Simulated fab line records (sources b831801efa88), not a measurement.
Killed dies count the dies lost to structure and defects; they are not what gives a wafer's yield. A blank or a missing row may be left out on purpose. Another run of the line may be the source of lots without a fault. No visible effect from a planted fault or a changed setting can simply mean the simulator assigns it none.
fab line records -- flow gf180mcu
record: lots: 24, wafers: 72, last_day: 34
route steps=602 shown SALICIDE@283 CONTACT@310 M1@330 V1@357 V2@384 M3@412
lots with no fault: from the same line, run without faults
start_h: start of the lot's first displayed wafer, in hours after the record's first day -- wait_h: time in hours since the lot's previous step -- " same as the row above -- L1.1+2: a row that stands for several wafers -- - value missing, or start not given -- * or withheld: withheld -- < > ~ a bound
route shown NAME@n: names a module that has steps shown in the file, with the first one's number in the route -- usual: average and standard deviation across the fault-free wafers -- same: alike in all rows -- chamber/n: place in a boat -- sites: per-site readings -- _std_site: standard deviation across them -- _edge_site: inner sites' mean taken away from outer sites' mean -- radius_mm: how far each site lies from the wafer's centre -- mask NAME#n: copy n -- behind: the tool/chamber that last shaped the wafer -- hold: why the lot went on hold/how many hours it stayed there/how the hold came to an end -- device: transistor that didn't switch, given as n, p or np -- end of line: tests of these same wafers at the route's end -- a step without rows: its recipe alone -- killed: dies lost to structure and defects at the first sort, not the wafer's yield -- map: a wafer's dies, x killed, . not, _ none there
set.NAME: the setting that was run; set.NAME@STEP: the one run at that earlier step -- model.NAME: the simulator's own value behind a step, which no gauge read
steps of the route over a sample of lots; a table a step, a row a wafer
services: from which hour (start_h, from the record's first day; less than 0 if before it) a tool's chamber was out of use, for how many hours, and why
== steps ==
step: GF_SALICIDE_THK_MEAS_05
recipe: thk_meas_gauge: xrf, reads: TiN_of_SALICIDE_SPUTTER_03
usual: SALICIDE_TIN_THK: 20.07/0.25
lot.wafer,tool,chamber,start_h,wait_h,SALICIDE_TIN_THK[nm]
L074.1,film_metro-02,-,342.33,0.1,20.18
L074.2,film_metro-02,-,342.33,0.1,19.85
L074.3,film_metro-02,-,342.33,0.1,20.08
L075.3,film_metro-03,-,347.16,0.1,19.76
L075.4,film_metro-03,-,347.16,0.1,20.12
L075.6,film_metro-03,-,347.16,0.1,20.10
L076.2,film_metro-02,-,355.14,0.1,20.49
L076.3,film_metro-02,-,355.14,0.1,20.27
L076.6,film_metro-02,-,355.14,0.1,20.34
L077.1,film_metro-02,-,374.15,0.1,19.88
L077.2,film_metro-02,-,374.15,0.1,20.06
L077.5,film_metro-02,-,374.15,0.1,19.89
L078.2,film_metro-02,-,383.99,0.1,20.09
L078.3,film_metro-02,-,383.99,0.1,20.26
L078.6,film_metro-02,-,383.99,0.1,20.02
L079.1,film_metro-02,-,386.28,0.1,20.37
L079.4,film_metro-02,-,386.28,0.1,20.52
L079.6,film_metro-02,-,386.28,0.1,20.29
L080.1,film_metro-03,-,391.64,0.1,20.01
L080.3,film_metro-03,-,391.64,0.1,19.64
L080.5,film_metro-03,-,391.64,0.1,19.83
L081.1,film_metro-03,-,405.64,0.1,20.05
L081.2,film_metro-03,-,405.64,0.1,20.17
L081.3,film_metro-03,-,405.64,0.1,19.89
L082.1,film_metro-02,-,415.94,0.1,20.08
L082.4,film_metro-02,-,415.94,0.1,20.10
L082.6,film_metro-02,-,415.94,0.1,20.06
L083.4,film_metro-04,-,424.12,0.1,19.86
L083.5,film_metro-04,-,424.12,0.1,19.69
L083.6,film_metro-04,-,424.12,0.1,19.54
L084.1,film_metro-03,-,428.20,0.1,19.85
L084.3,film_metro-03,-,428.20,0.1,19.87
L084.6,film_metro-03,-,428.20,0.1,19.76
L085.2,film_metro-04,-,433.42,0.1,19.94
L085.3,film_metro-04,-,433.42,0.1,20.12
L085.5,film_metro-04,-,433.42,0.1,20.08
L086.2,film_metro-03,-,447.06,0.1,19.67
L086.3,film_metro-03,-,447.06,0.1,19.70
L086.5,film_metro-03,-,447.06,0.1,19.88
L087.1,film_metro-04,-,455.03,0.1,20.49
L087.4,film_metro-04,-,455.03,0.1,20.27
L087.6,film_metro-04,-,455.03,0.1,20.30
L088.3,film_metro-02,-,465.37,0.1,20.15
L088.4,film_metro-02,-,465.37,0.1,20.12
L088.5,film_metro-02,-,465.37,0.1,20.05
L089.2,film_metro-04,-,473.04,0.1,19.71
L089.5,film_metro-04,-,473.04,0.1,19.88
L089.6,film_metro-04,-,473.04,0.1,19.99
L090.1,film_metro-04,-,481.20,0.1,19.77
L090.2,film_metro-04,-,481.20,0.1,19.94
L090.4,film_metro-04,-,481.20,0.1,19.79
L091.3,film_metro-02,-,487.70,0.1,19.79
L091.4,film_metro-02,-,487.70,0.1,20.29
L091.6,film_metro-02,-,487.70,0.1,20.04
L092.2,film_metro-02,-,495.74,0.1,20.15
L092.3,film_metro-02,-,495.74,0.1,20.59
L092.4,film_metro-02,-,495.74,0.1,20.28
L093.2,film_metro-03,-,505.32,0.1,19.80
L093.3,film_metro-03,-,505.32,0.1,19.57
L093.4,film_metro-03,-,505.32,0.1,20.02
L094.2,film_metro-02,-,511.59,0.1,20.62
L094.5,film_metro-02,-,511.59,0.1,20.35
L094.6,film_metro-02,-,511.59,0.1,20.51
L095.2,film_metro-02,-,522.35,0.1,20.19
L095.5,film_metro-02,-,522.35,0.1,20.38
L095.6,film_metro-02,-,522.35,0.1,20.29
L096.1,film_metro-04,-,526.02,0.1,19.71
L096.3,film_metro-04,-,526.02,0.1,20.33
L096.5,film_metro-04,-,526.02,0.1,20.21
L097.1,film_metro-02,-,538.78,0.1,20.33
L097.2,film_metro-02,-,538.78,0.1,20.27
L097.5,film_metro-02,-,538.78,0.1,20.68
step: GF_CONTACT_SPUTTER_23
recipe: material: TiN, target_thk_nm: 10, chamber_pressure_pa: 5, power_w: 4000, time_s: 40
usual: cathode_dc_power_W: 3999.9/0.78, throttle_valve_pct: 30.5/1
lot.wafer,tool,chamber,start_h,wait_h,cathode_dc_power_W,throttle_valve_pct
L074.1,pvd_sputter-04,-,364.88,0.0,3999.3,31.0
L074.2,pvd_sputter-04,-,364.88,0.0,4000.7,32.3
L074.3,pvd_sputter-04,-,364.88,0.0,3999.4,29.7
L075.3,pvd_sputter-01,-,370.43,0.0,3999.1,28.8
L075.4,pvd_sputter-01,-,370.43,0.0,4001.9,31.1
L075.6,pvd_sputter-01,-,370.43,0.0,3999.7,31.2
L076.2,pvd_sputter-01,-,378.89,0.0,4000.6,29.5
L076.3,pvd_sputter-01,-,378.89,0.0,4000.4,29.1
L076.6,pvd_sputter-01,-,378.89,0.0,3999.1,29.5
L077.1,pvd_sputter-04,-,398.76,0.0,4001.4,32.4
L077.2,pvd_sputter-04,-,398.76,0.0,4001.2,31.2
L077.5,pvd_sputter-04,-,398.76,0.0,3999.2,31.1
L078.2,pvd_sputter-04,-,409.11,0.0,3999.2,30.7
L078.3,pvd_sputter-04,-,409.11,0.0,3999.3,29.7
L078.6,pvd_sputter-04,-,409.11,0.0,3999.1,30.4
L079.1,pvd_sputter-02,-,411.42,0.0,3999.8,29.8
L079.4,pvd_sputter-02,-,411.42,0.0,4000.3,30.8
L079.6,pvd_sputter-02,-,411.42,0.0,3999.8,29.9
L080.1,pvd_sputter-04,-,416.49,0.0,3999.2,29.7
L080.3,pvd_sputter-04,-,416.49,0.0,4000.0,30.6
L080.5,pvd_sputter-04,-,416.49,0.0,3999.9,32.1
L081.1,pvd_sputter-01,-,431.35,0.0,3999.5,29.4
L081.2,pvd_sputter-01,-,431.35,0.0,3999.0,29.0
L081.3,pvd_sputter-01,-,431.35,0.0,4000.3,29.8
L082.1,pvd_sputter-04,-,441.46,0.0,4000.6,31.5
L082.4,pvd_sputter-04,-,441.46,0.0,4000.8,31.1
L082.6,pvd_sputter-04,-,441.46,0.0,4000.1,31.9
L083.4,pvd_sputter-01,-,450.90,0.0,3999.4,29.8
L083.5,pvd_sputter-01,-,450.90,0.0,3999.2,29.9
L083.6,pvd_sputter-01,-,450.90,0.0,4000.1,29.6
L084.1,pvd_sputter-01,-,454.51,0.0,4000.0,29.7
L084.3,pvd_sputter-01,-,454.51,0.0,4000.1,29.9
L084.6,pvd_sputter-01,-,454.51,0.0,3999.4,29.7
L085.2,pvd_sputter-02,-,459.48,0.0,3999.6,30.2
L085.3,pvd_sputter-02,-,459.48,0.0,3999.1,32.1
L085.5,pvd_sputter-02,-,459.48,0.0,3999.9,30.9
L086.2,pvd_sputter-02,-,472.59,0.0,4000.4,29.9
L086.3,pvd_sputter-02,-,472.59,0.0,4000.0,31.9
L086.5,pvd_sputter-02,-,472.59,0.0,3999.3,31.8
L087.1,pvd_sputter-01,-,481.54,0.0,3999.1,28.9
L087.4,pvd_sputter-01,-,481.54,0.0,4001.3,29.5
L087.6,pvd_sputter-01,-,481.54,0.0,4000.4,31.3
L088.3,pvd_sputter-04,-,491.27,0.0,3998.9,32.3
L088.4,pvd_sputter-04,-,491.27,0.0,3999.8,30.5
L088.5,pvd_sputter-04,-,491.27,0.0,3998.3,32.1
L089.2,pvd_sputter-01,-,499.12,0.0,4000.6,31.3
L089.5,pvd_sputter-01,-,499.12,0.0,3999.7,29.6
L089.6,pvd_sputter-01,-,499.12,0.0,3999.0,29.6
L090.1,pvd_sputter-02,-,506.84,0.0,4000.1,30.3
L090.2,pvd_sputter-02,-,506.84,0.0,4000.4,30.7
L090.4,pvd_sputter-02,-,506.84,0.0,3998.5,30.0
L091.3,pvd_sputter-01,-,513.30,0.0,3999.5,28.9
L091.4,pvd_sputter-01,-,513.30,0.0,3998.4,29.7
L091.6,pvd_sputter-01,-,513.30,0.0,3998.6,29.6
L092.2,pvd_sputter-01,-,521.06,0.0,3999.7,29.2
L092.3,pvd_sputter-01,-,521.06,0.0,3998.7,31.3
L092.4,pvd_sputter-01,-,521.06,0.0,4001.2,29.8
L093.2,pvd_sputter-04,-,530.43,0.0,4000.6,32.3
L093.3,pvd_sputter-04,-,530.43,0.0,3998.9,30.5
L093.4,pvd_sputter-04,-,530.43,0.0,3998.4,29.5
L094.2,pvd_sputter-04,-,536.38,0.0,3999.6,29.9
L094.5,pvd_sputter-04,-,536.38,0.0,4001.1,29.7
L094.6,pvd_sputter-04,-,536.38,0.0,4000.0,31.1
L095.2,pvd_sputter-04,-,546.86,0.0,4000.5,31.1
L095.5,pvd_sputter-04,-,546.86,0.0,4001.0,32.3
L095.6,pvd_sputter-04,-,546.86,0.0,3999.7,31.0
L096.1,pvd_sputter-02,-,550.45,0.0,4000.4,30.2
L096.3,pvd_sputter-02,-,550.45,0.0,4000.7,30.7
L096.5,pvd_sputter-02,-,550.45,0.0,3999.9,30.4
L097.1,pvd_sputter-01,-,560.87,0.0,3999.6,29.6
L097.2,pvd_sputter-01,-,560.87,0.0,3999.7,31.3
L097.5,pvd_sputter-01,-,560.87,0.0,4000.0,29.2
step: GF_M1_OVL_MEAS_15
usual: M1_OVL: 1/6.3
lot.wafer,tool,chamber,start_h,wait_h,M1_OVL[nm]
L074.1,overlay-01,-,388.36,0.1,10
L074.2,overlay-01,-,388.36,0.1,2
L074.3,overlay-01,-,388.36,0.1,9
L075.3,overlay-02,-,393.74,0.1,-4
L075.4,overlay-02,-,393.74,0.1,4
L075.6,overlay-02,-,393.74,0.1,5
L076.2,overlay-01,-,402.88,0.1,-7
L076.3,overlay-01,-,402.88,0.1,-13
L076.6,overlay-01,-,402.88,0.1,-2
L077.1,overlay-01,-,422.30,0.1,1
L077.2,overlay-01,-,422.30,0.1,-3
L077.5,overlay-01,-,422.30,0.1,8
L078.2,overlay-01,-,433.82,0.1,3
L078.3,overlay-01,-,433.82,0.1,-6
L078.6,overlay-01,-,433.82,0.1,6
L079.1,overlay-01,-,436.48,0.1,-8
L079.4,overlay-01,-,436.48,0.1,2
L079.6,overlay-01,-,436.48,0.1,6
L080.1,overlay-01,-,441.86,0.1,5
L080.3,overlay-01,-,441.86,0.1,-3
L080.5,overlay-01,-,441.86,0.1,9
L081.1,overlay-02,-,456.45,0.1,5
L081.2,overlay-02,-,456.45,0.1,-9
L081.3,overlay-02,-,456.45,0.1,-1
L082.1,overlay-02,-,466.98,0.1,14
L082.4,overlay-02,-,466.98,0.1,-4
L082.6,overlay-02,-,466.98,0.1,-2
L083.4,overlay-01,-,475.73,0.1,-1
L083.5,overlay-01,-,475.73,0.1,6
L083.6,overlay-01,-,475.73,0.1,-7
L084.1,overlay-02,-,480.36,0.1,2
L084.3,overlay-02,-,480.36,0.1,-2
L084.6,overlay-02,-,480.36,0.1,-3
L085.2,overlay-02,-,484.63,0.1,-10
L085.3,overlay-02,-,484.63,0.1,1
L085.5,overlay-02,-,484.63,0.1,-3
L086.2,overlay-01,-,498.55,0.1,2
L086.3,overlay-01,-,498.55,0.1,2
L086.5,overlay-01,-,498.55,0.1,3
L087.1,overlay-01,-,506.56,0.1,4
L087.4,overlay-01,-,506.56,0.1,8
L087.6,overlay-01,-,506.56,0.1,7
L088.3,overlay-01,-,516.31,0.1,-6
L088.4,overlay-01,-,516.31,0.1,1
L088.5,overlay-01,-,516.31,0.1,-6
L089.2,overlay-02,-,522.98,0.1,-3
L089.5,overlay-02,-,522.98,0.1,2
L089.6,overlay-02,-,522.98,0.1,-8
L090.1,overlay-01,-,530.51,0.1,0
L090.2,overlay-01,-,530.51,0.1,11
L090.4,overlay-01,-,530.51,0.1,12
L091.3,overlay-01,-,537.19,0.1,-2
L091.4,overlay-01,-,537.19,0.1,2
L091.6,overlay-01,-,537.19,0.1,10
L092.2,overlay-02,-,544.78,0.1,3
L092.3,overlay-02,-,544.78,0.1,11
L092.4,overlay-02,-,544.78,0.1,0
L093.2,overlay-01,-,553.20,0.1,1
L093.3,overlay-01,-,553.20,0.1,10
L093.4,overlay-01,-,553.20,0.1,3
L094.2,overlay-02,-,558.42,0.1,8
L094.5,overlay-02,-,558.42,0.1,-5
L094.6,overlay-02,-,558.42,0.1,0
L095.2,overlay-01,-,569.52,0.1,-1
L095.5,overlay-01,-,569.52,0.1,5
L095.6,overlay-01,-,569.52,0.1,0
L096.1,overlay-02,-,572.93,0.1,-6
L096.3,overlay-02,-,572.93,0.1,-2
L096.5,overlay-02,-,572.93,0.1,-8
L097.1,overlay-01,-,584.30,0.1,-6
L097.2,overlay-01,-,584.30,0.1,0
L097.5,overlay-01,-,584.30,0.1,-7
step: GF_V1_SPUTTER_22
recipe: material: TiN, target_thk_nm: 10, chamber_pressure_pa: 5, power_w: 4000, time_s: 40
usual: cathode_dc_power_W: 4000.0/0.66, throttle_valve_pct: 30.4/0.95
lot.wafer,tool,chamber,start_h,wait_h,cathode_dc_power_W,throttle_valve_pct
L074.1,pvd_sputter-04,-,413.48,0.0,3999.8,30.5
L074.2,pvd_sputter-04,-,413.48,0.0,3999.5,32.3
L074.3,pvd_sputter-04,-,413.48,0.0,4000.0,31.1
L075.3,pvd_sputter-03,-,419.94,0.0,3999.6,31.3
L075.4,pvd_sputter-03,-,419.94,0.0,3999.8,29.9
L075.6,pvd_sputter-03,-,419.94,0.0,3999.4,31.6
L076.2,pvd_sputter-04,-,428.44,0.0,4000.0,30.3
L076.3,pvd_sputter-04,-,428.44,0.0,4000.5,30.0
L076.6,pvd_sputter-04,-,428.44,0.0,4000.7,32.3
L077.1,pvd_sputter-04,-,448.82,0.0,3999.7,31.1
L077.2,pvd_sputter-04,-,448.82,0.0,4000.4,30.6
L077.5,pvd_sputter-04,-,448.82,0.0,4001.1,29.9
L078.2,pvd_sputter-01,-,460.24,0.0,4001.6,29.4
L078.3,pvd_sputter-01,-,460.24,0.0,3999.4,31.2
L078.6,pvd_sputter-01,-,460.24,0.0,3999.7,31.2
L079.1,pvd_sputter-04,-,463.91,0.0,3998.8,31.0
L079.4,pvd_sputter-04,-,463.91,0.0,4000.0,29.5
L079.6,pvd_sputter-04,-,463.91,0.0,4000.1,29.8
L080.1,pvd_sputter-01,-,468.64,0.0,3999.9,31.2
L080.3,pvd_sputter-01,-,468.64,0.0,3998.5,29.6
L080.5,pvd_sputter-01,-,468.64,0.0,3999.2,31.1
L081.1,pvd_sputter-03,-,482.70,0.0,4000.1,31.6
L081.2,pvd_sputter-03,-,482.70,0.0,3998.8,30.7
L081.3,pvd_sputter-03,-,482.70,0.0,4000.8,30.4
L082.1,pvd_sputter-04,-,493.49,0.0,4000.4,31.2
L082.4,pvd_sputter-04,-,493.49,0.0,3998.7,30.4
L082.6,pvd_sputter-04,-,493.49,0.0,4000.1,29.6
L083.4,pvd_sputter-04,-,501.87,0.0,4000.7,29.7
L083.5,pvd_sputter-04,-,501.87,0.0,4001.4,29.8
L083.6,pvd_sputter-04,-,501.87,0.0,3998.7,31.0
L084.1,pvd_sputter-03,-,506.45,0.0,4000.6,30.0
L084.3,pvd_sputter-03,-,506.45,0.0,4000.1,30.0
L084.6,pvd_sputter-03,-,506.45,0.0,3999.2,31.5
L085.2,pvd_sputter-01,-,510.49,0.0,4000.2,29.4
L085.3,pvd_sputter-01,-,510.49,0.0,4000.1,31.1
L085.5,pvd_sputter-01,-,510.49,0.0,4000.7,29.6
L086.2,pvd_sputter-03,-,523.77,0.0,4000.7,30.6
L086.3,pvd_sputter-03,-,523.77,0.0,4000.2,31.5
L086.5,pvd_sputter-03,-,523.77,0.0,3999.6,30.2
L087.1,pvd_sputter-04,-,532.03,0.0,4000.7,30.9
L087.4,pvd_sputter-04,-,532.03,0.0,3999.4,30.2
L087.6,pvd_sputter-04,-,532.03,0.0,4000.3,30.4
L088.3,pvd_sputter-04,-,541.17,0.0,4000.1,30.9
L088.4,pvd_sputter-04,-,541.17,0.0,4000.4,29.7
L088.5,pvd_sputter-04,-,541.17,0.0,3999.6,29.8
L089.2,pvd_sputter-01,-,548.17,0.0,3999.2,29.3
L089.5,pvd_sputter-01,-,548.17,0.0,3999.5,29.0
L089.6,pvd_sputter-01,-,548.17,0.0,4000.9,29.6
L090.1,pvd_sputter-03,-,554.84,0.0,3999.6,30.3
L090.2,pvd_sputter-03,-,554.84,0.0,3999.6,30.5
L090.4,pvd_sputter-03,-,554.84,0.0,4000.3,31.7
L091.3,pvd_sputter-03,-,560.72,0.0,4001.7,31.9
L091.4,pvd_sputter-03,-,560.72,0.0,3998.6,30.3
L091.6,pvd_sputter-03,-,560.72,0.0,4001.2,30.5
L092.2,pvd_sputter-01,-,577.46,0.0,3999.1,29.9
L092.3,pvd_sputter-01,-,577.46,0.0,4001.3,31.4
L092.4,pvd_sputter-01,-,577.46,0.0,3999.8,29.0
L093.2,pvd_sputter-04,-,579.88,0.0,3999.9,30.3
L093.3,pvd_sputter-04,-,579.88,0.0,4000.4,30.8
L093.4,pvd_sputter-04,-,579.88,0.0,3999.9,32.2
L094.2,pvd_sputter-01,-,582.99,0.0,3999.1,29.8
L094.5,pvd_sputter-01,-,582.99,0.0,4000.1,29.6
L094.6,pvd_sputter-01,-,582.99,0.0,3999.8,29.8
L095.2,pvd_sputter-04,-,592.29,0.0,4000.0,29.9
L095.5,pvd_sputter-04,-,592.29,0.0,4000.1,30.9
L095.6,pvd_sputter-04,-,592.29,0.0,4000.1,32.4
L096.1,pvd_sputter-01,-,596.37,0.0,4001.2,31.1
L096.3,pvd_sputter-01,-,596.37,0.0,3999.6,29.6
L096.5,pvd_sputter-01,-,596.37,0.0,4000.7,29.8
L097.1,pvd_sputter-01,-,607.23,0.0,4001.0,29.5
L097.2,pvd_sputter-01,-,607.23,0.0,4000.2,31.3
L097.5,pvd_sputter-01,-,607.23,0.0,3999.7,29.2
step: GF_V2_CVD_02
recipe: material: SiO2, target_thk_nm: 850, precursor: TEOS, temp_c: 400, time_s: 94.851, rf_w: 600
usual: heater_power_w: 686/85, susceptor_temp_C: 400.04/0.22
lot.wafer,tool,chamber,start_h,wait_h,heater_power_w,susceptor_temp_C
L074.1,pecvd-01,2,439.21,0.1,754,399.85
L074.2,pecvd-01,1,439.21,0.1,857,400.21
L074.3,pecvd-01,0,439.21,0.1,780,400.02
L075.3,pecvd-03,2,445.25,0.0,619,400.33
L075.4,pecvd-03,1,445.25,0.0,555,399.73
L075.6,pecvd-03,2,445.25,0.0,675,400.01
L076.2,pecvd-03,0,454.56,0.0,563,400.01
L076.3,pecvd-03,1,454.56,0.0,691,399.59
L076.6,pecvd-03,0,454.56,0.0,609,399.81
L077.1,pecvd-01,2,475.02,0.1,643,399.84
L077.2,pecvd-01,0,475.02,0.1,740,400.45
L077.5,pecvd-01,2,475.02,0.1,692,400.05
L078.2,pecvd-01,0,485.80,0.0,774,399.96
L078.3,pecvd-01,1,485.80,0.0,805,399.91
L078.6,pecvd-01,2,485.80,0.0,736,400.12
L079.1,pecvd-01,1,489.61,0.1,732,399.96
L079.4,pecvd-01,2,489.61,0.1,636,399.94
L079.6,pecvd-01,0,489.61,0.1,765,400.00
L080.1,pecvd-04,2,494.92,0.1,730,399.96
L080.3,pecvd-04,0,494.92,0.1,630,400.04
L080.5,pecvd-04,2,494.92,0.1,791,400.11
L081.1,pecvd-03,2,508.31,0.1,724,399.95
L081.2,pecvd-03,1,508.31,0.1,628,399.73
L081.3,pecvd-03,0,508.31,0.1,645,399.71
L082.1,pecvd-03,1,518.35,0.1,705,400.37
L082.4,pecvd-03,1,518.35,0.1,568,400.23
L082.6,pecvd-03,2,518.35,0.1,732,399.94
L083.4,pecvd-04,1,527.02,0.1,568,399.70
L083.5,pecvd-04,2,527.02,0.1,779,399.86
L083.6,pecvd-04,0,527.02,0.1,536,400.17
L084.1,pecvd-01,1,531.38,0.1,893,400.06
L084.3,pecvd-01,0,531.38,0.1,754,400.35
L084.6,pecvd-01,1,531.38,0.1,717,400.12
L085.2,pecvd-04,0,535.34,0.0,570,400.05
L085.3,pecvd-04,1,535.34,0.0,706,400.18
L085.5,pecvd-04,0,535.34,0.0,614,400.13
L086.2,pecvd-04,2,554.35,0.0,663,399.94
L086.3,pecvd-04,0,554.35,0.0,638,400.17
L086.5,pecvd-04,2,554.35,0.0,716,400.16
L087.1,pecvd-03,0,556.14,0.1,494,400.09
L087.4,pecvd-03,1,556.14,0.1,655,400.02
L087.6,pecvd-03,0,556.14,0.1,571,400.26
L088.3,pecvd-03,2,563.25,0.0,755,400.37
L088.4,pecvd-03,0,563.25,0.0,619,399.95
L088.5,pecvd-03,1,563.25,0.0,686,399.86
L089.2,pecvd-01,0,571.30,0.0,778,399.94
L089.5,pecvd-01,1,571.30,0.0,839,400.05
L089.6,pecvd-01,0,571.30,0.0,626,400.13
L090.1,pecvd-01,2,580.31,0.1,733,400.31
L090.2,pecvd-01,0,580.31,0.1,725,400.09
L090.4,pecvd-01,1,580.31,0.1,847,400.17
L091.3,pecvd-04,0,583.99,0.0,604,400.06
L091.4,pecvd-04,2,583.99,0.0,717,400.33
L091.6,pecvd-04,1,583.99,0.0,696,399.94
L092.2,pecvd-04,0,600.55,0.0,546,400.69
L092.3,pecvd-04,1,600.55,0.0,705,399.70
L092.4,pecvd-04,1,600.55,0.0,593,399.73
L093.2,pecvd-03,0,602.70,0.0,641,399.94
L093.3,pecvd-03,1,602.70,0.0,627,399.79
L093.4,pecvd-03,0,602.70,0.0,500,399.99
L094.2,pecvd-03,0,605.63,0.0,629,399.89
L094.5,pecvd-03,2,605.63,0.0,620,400.05
L094.6,pecvd-03,0,605.63,0.0,510,399.99
L095.2,pecvd-03,2,614.38,0.0,670,400.03
L095.5,pecvd-03,0,614.38,0.0,600,399.96
L095.6,pecvd-03,1,614.38,0.0,711,400.08
L096.1,pecvd-03,0,618.60,0.1,583,399.70
L096.3,pecvd-03,1,618.60,0.1,584,399.97
L096.5,pecvd-03,0,618.60,0.1,624,400.03
L097.1,pecvd-01,2,630.26,0.1,743,399.86
L097.2,pecvd-01,0,630.26,0.1,784,399.94
L097.5,pecvd-01,0,630.26,0.1,821,399.87
step: GF_M3_SPUTTER_03
recipe: material: Ti, target_thk_nm: 10, substrate_temp_c: 300, chamber_pressure_pa: 0.3, power_w: 3000, time_s: 6.7
usual: cathode_dc_power_W: 2999.9/0.6, throttle_valve_pct: 30.7/0.83
lot.wafer,tool,chamber,start_h,wait_h,cathode_dc_power_W,throttle_valve_pct
L074.1,pvd_sputter-04,-,465.92,0.0,2999.7,29.5
L074.2,pvd_sputter-04,-,465.92,0.0,3000.0,30.3
L074.3,pvd_sputter-04,-,465.92,0.0,2999.8,32.4
L075.3,pvd_sputter-04,-,471.33,0.0,3000.2,32.1
L075.4,pvd_sputter-04,-,471.33,0.0,2999.0,30.2
L075.6,pvd_sputter-04,-,471.33,0.0,3001.1,32.3
L076.2,pvd_sputter-02,-,480.98,0.0,3000.1,30.2
L076.3,pvd_sputter-02,-,480.98,0.0,2999.7,30.4
L076.6,pvd_sputter-02,-,480.98,0.0,3000.2,31.9
L077.1,pvd_sputter-03,-,501.55,0.0,2999.6,31.8
L077.2,pvd_sputter-03,-,501.55,0.0,3000.3,29.9
L077.5,pvd_sputter-03,-,501.55,0.0,2999.6,31.5
L078.2,pvd_sputter-03,-,512.26,0.0,2999.9,30.2
L078.3,pvd_sputter-03,-,512.26,0.0,2999.7,31.8
L078.6,pvd_sputter-03,-,512.26,0.0,3000.5,31.7
L079.1,pvd_sputter-04,-,515.46,0.0,2999.6,31.1
L079.4,pvd_sputter-04,-,515.46,0.0,3000.1,29.8
L079.6,pvd_sputter-04,-,515.46,0.0,2999.5,32.2
L080.1,pvd_sputter-04,-,520.53,0.0,3000.6,30.8
L080.3,pvd_sputter-04,-,520.53,0.0,3000.1,29.8
L080.5,pvd_sputter-04,-,520.53,0.0,3000.1,32.3
L081.1,pvd_sputter-03,-,533.97,0.0,3001.6,30.1
L081.2,pvd_sputter-03,-,533.97,0.0,3000.8,31.8
L081.3,pvd_sputter-03,-,533.97,0.0,3000.5,30.6
L082.1,pvd_sputter-03,-,543.24,0.0,2999.8,30.2
L082.4,pvd_sputter-03,-,543.24,0.0,2999.5,30.0
L082.6,pvd_sputter-03,-,543.24,0.0,3000.0,30.0
L083.4,pvd_sputter-04,-,551.80,0.0,2999.5,30.6
L083.5,pvd_sputter-04,-,551.80,0.0,2999.8,31.0
L083.6,pvd_sputter-04,-,551.80,0.0,3000.4,29.6
L084.1,pvd_sputter-04,-,557.23,0.0,2998.8,32.1
L084.3,pvd_sputter-04,-,557.23,0.0,3000.7,30.9
L084.6,pvd_sputter-04,-,557.23,0.0,2999.7,30.3
L085.2,pvd_sputter-04,-,558.80,0.0,2999.3,30.9
L085.3,pvd_sputter-04,-,558.80,0.0,2999.9,32.3
L085.5,pvd_sputter-04,-,558.80,0.0,2999.1,29.7
L086.2,pvd_sputter-02,-,579.55,0.0,3000.2,30.2
L086.3,pvd_sputter-02,-,579.55,0.0,2999.6,30.6
L086.5,pvd_sputter-02,-,579.55,0.0,2999.9,30.2
L087.1,pvd_sputter-02,-,581.20,0.0,2999.4,30.2
L087.4,pvd_sputter-02,-,581.20,0.0,2999.2,31.9
L087.6,pvd_sputter-02,-,581.20,0.0,3000.2,29.7
L088.3,pvd_sputter-04,-,587.51,0.0,2999.7,30.5
L088.4,pvd_sputter-04,-,587.51,0.0,2999.9,30.8
L088.5,pvd_sputter-04,-,587.51,0.0,3000.1,30.3
L089.2,pvd_sputter-03,-,594.80,0.0,2999.5,30.6
L089.5,pvd_sputter-03,-,594.80,0.0,2999.4,30.1
L089.6,pvd_sputter-03,-,594.80,0.0,3000.8,30.2
L090.1,pvd_sputter-04,-,603.76,0.0,3000.0,29.8
L090.2,pvd_sputter-04,-,603.76,0.0,2999.6,30.2
L090.4,pvd_sputter-04,-,603.76,0.0,2999.1,31.1
L091.3,pvd_sputter-03,-,607.31,0.0,2999.9,31.5
L091.4,pvd_sputter-03,-,607.31,0.0,2999.9,29.9
L091.6,pvd_sputter-03,-,607.31,0.0,3000.5,30.5
L092.2,pvd_sputter-04,-,623.85,0.0,2999.6,30.9
L092.3,pvd_sputter-04,-,623.85,0.0,3000.2,30.4
L092.4,pvd_sputter-04,-,623.85,0.0,3000.9,30.0
L093.2,pvd_sputter-02,-,625.82,0.0,3001.3,30.6
L093.3,pvd_sputter-02,-,625.82,0.0,2999.0,29.8
L093.4,pvd_sputter-02,-,625.82,0.0,2999.9,30.3
L094.2,pvd_sputter-02,-,629.35,0.0,2999.4,30.5
L094.5,pvd_sputter-02,-,629.35,0.0,2999.9,29.6
L094.6,pvd_sputter-02,-,629.35,0.0,3000.2,31.7
L095.2,pvd_sputter-02,-,636.40,0.0,3000.0,30.6
L095.5,pvd_sputter-02,-,636.40,0.0,2999.6,30.2
L095.6,pvd_sputter-02,-,636.40,0.0,3000.9,30.0
L096.1,pvd_sputter-03,-,641.33,0.0,2999.8,30.2
L096.3,pvd_sputter-03,-,641.33,0.0,2999.9,29.9
L096.5,pvd_sputter-03,-,641.33,0.0,2999.5,30.4
L097.1,pvd_sputter-02,-,652.76,0.0,2998.8,29.7
L097.2,pvd_sputter-02,-,652.76,0.0,3000.8,30.4
L097.5,pvd_sputter-02,-,652.76,0.0,2998.8,31.5
== services ==
tool,chamber,start_h,hours,kind
pecvd-04,-,368.88,14.0,pm
pvd_sputter-04,1,369.28,-,consumable_replace:kit
pvd_sputter-04,1,369.28,18.0,scheduled_down
pvd_sputter-04,1,369.28,18.0,vent_cycle
pecvd-04,-,385.21,1.3,repair
pecvd-01,-,415.39,2.8,pm
pvd_sputter-03,0,417.33,-,consumable_replace:kit
pecvd-01,0,423.45,3.4,repair
pecvd-03,2,438.87,3.7,repair
pecvd-03,-,456.04,5.5,pm
pecvd-03,1,464.24,21.1,repair
pvd_sputter-03,-,485.76,4.1,repair
pecvd-01,-,526.86,0.3,repair
pecvd-04,-,528.62,6.6,repair
pvd_sputter-01,-,539.58,2.1,repair
pvd_sputter-03,-,565.80,0.5,repair
pvd_sputter-01,-,572.49,0.8,repair
pvd_sputter-01,2,581.63,-,consumable_replace:kit
pvd_sputter-01,2,581.63,18.0,scheduled_down
pvd_sputter-01,2,581.63,18.0,vent_cycle
pvd_sputter-04,-,582.23,1.4,repair
pecvd-01,-,591.12,14.0,pm
pecvd-01,0,615.43,5.0,repair
pecvd-04,1,619.09,1.8,repair
== key ==
fault none
